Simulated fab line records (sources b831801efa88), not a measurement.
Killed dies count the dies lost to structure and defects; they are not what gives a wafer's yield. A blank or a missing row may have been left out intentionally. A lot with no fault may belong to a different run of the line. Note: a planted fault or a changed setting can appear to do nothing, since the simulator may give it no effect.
A lot that was struck, set against a sound lot ; flow sky130 ; 15 steps out of a route of 708
Sound: the wafers L385.3, L385.4, L385.5. Struck: wafer L402.6. (L402.2, L402.3 of the same lot were not struck and are left out.) The cause comes at the end.
At each step with rows: each side's tool, then ch and its chambers, then its first start. Under that, the readings that differ: sound wafers ; struck wafers ; difference of the means ; sigmas: that difference in standard deviations of wafers without a fault.
alike: readings with means less than 2 such deviations apart, plus words and numbers identical on both sides. not compared: withheld readings, readings lacking a value on some wafer, bounds such as >300 that could conceal the same value, and numbers that have no deviation in the record and whose values overlap.
A row with sigmas, a row that says differs or no value, or rows on one side alone: a step with any of these is where the two part. Numbers that have no deviation but don't overlap get no sigmas and don't part them. Lack of a reading on every wafer of one side parts them only where that side has two or more wafers.

SKY_METAL4_METAL_ETCH_18: etches the open film in Cl2/BCl3, stops on SiO2, target depth 845 nm, time 183.1 s.
  sound on rie_metal-01 ch 0,1, day 42 01:10; struck on rie_metal-01 ch 1, day 46 14:36
reading;sound;struck;difference;sigmas
chamber_pressure_mTorr (mTorr);10.015 9.995 9.987;9.979;-0.020;-2
  alike: drypump_motor_current_A, oes_product_au, throttle_valve_pct
  not compared: rf_hours_counter_h
SKY_METAL4_STRIP_19: strips in O2/N2.
  sound on plasma_asher-04 ch 0,1, day 42 01:19; struck on plasma_asher-01 ch 1, day 46 14:46
  alike: chamber_pressure_mTorr, drypump_motor_current_A, oes_product_au, strip_time_to_endpoint_s
  not compared: rf_hours_counter_h
then, 4 steps without rows for these wafers: SKY_METAL4_STRIP_20 (strips in post etch residue remover, time 1200 s); SKY_METAL4_CLEAN_21 (cleans in IPA, time 180 s); SKY_METAL4_CLEAN_22 (cleans in O3/DIW); SKY_VIA4_HDPCVD_00 (deposits SiO2, target thk 1750 nm, time 291.7 s).
SKY_VIA4_THK_MEAS_01:
  sound: film_metro-02 at day 42 02:04; struck: film_metro-01 at day 46 15:46
  alike: VIA4_HDPCVD_THK
SKY_VIA4_CMP_02: polishes SiO2.
  sound on cmp-02 ch 1,2,3, day 42 02:14; struck on cmp-02 ch 3, day 46 15:55
  alike: motor_current_A
SKY_VIA4_BOW_MEAS_03:
  sound: film_metro-03 at day 42 02:29; struck: film_metro-01 at day 46 16:08
  alike: VIA4_BOW
then, 3 steps without rows for these wafers: SKY_VIA4_DEHYDRATE_04 (time 60 s); SKY_VIA4_HMDS_05 (prime time 60 s); SKY_VIA4_COAT_06 (resist thk 1140 nm).
SKY_VIA4_SOFTBAKE_07: time 60 s.
  sound on litho_track-04 ch 0, day 42 14:14; struck on litho_track-04 ch 0, day 47 02:45
reading;sound;struck;difference;sigmas
run_length_s (s);89.44 89.37 89.33;93.36;+3.98;+21
then, 1 step without rows for these wafers: SKY_VIA4_EXPOSE_08 (exposes mask VIM4, target cd 800 nm).
-- the record jumps here: 3 days lie between the struck wafers' starts before and after (it left off in module VIA4 and takes up again in module PAD_OPEN, whose first step shown is number 708 of the route) --
SKY_PAD_OPEN_PROBE_99:
  sound: prober-01 at day 46 00:15; struck: prober-02 at day 50 00:44
  alike: defect_limited_yield, killed_at_M0_to_M3, killed_at_M4_up, killed_at_contacts, killed_at_front_end, killed_at_other, killed_dies, killed_open, killed_short, sort_bin_3_pad_short, sort_bin_5_function, sort_bin_6_memory, sort_n_pass, sort_yield_pct

## WHERE THEY PART
First at SKY_METAL4_METAL_ETCH_18; last, within this record, at SKY_VIA4_SOFTBAKE_07. Later steps at which nothing parts them and some readings are alike: SKY_PAD_OPEN_PROBE_99.

WHY: the cause the simulator had injected
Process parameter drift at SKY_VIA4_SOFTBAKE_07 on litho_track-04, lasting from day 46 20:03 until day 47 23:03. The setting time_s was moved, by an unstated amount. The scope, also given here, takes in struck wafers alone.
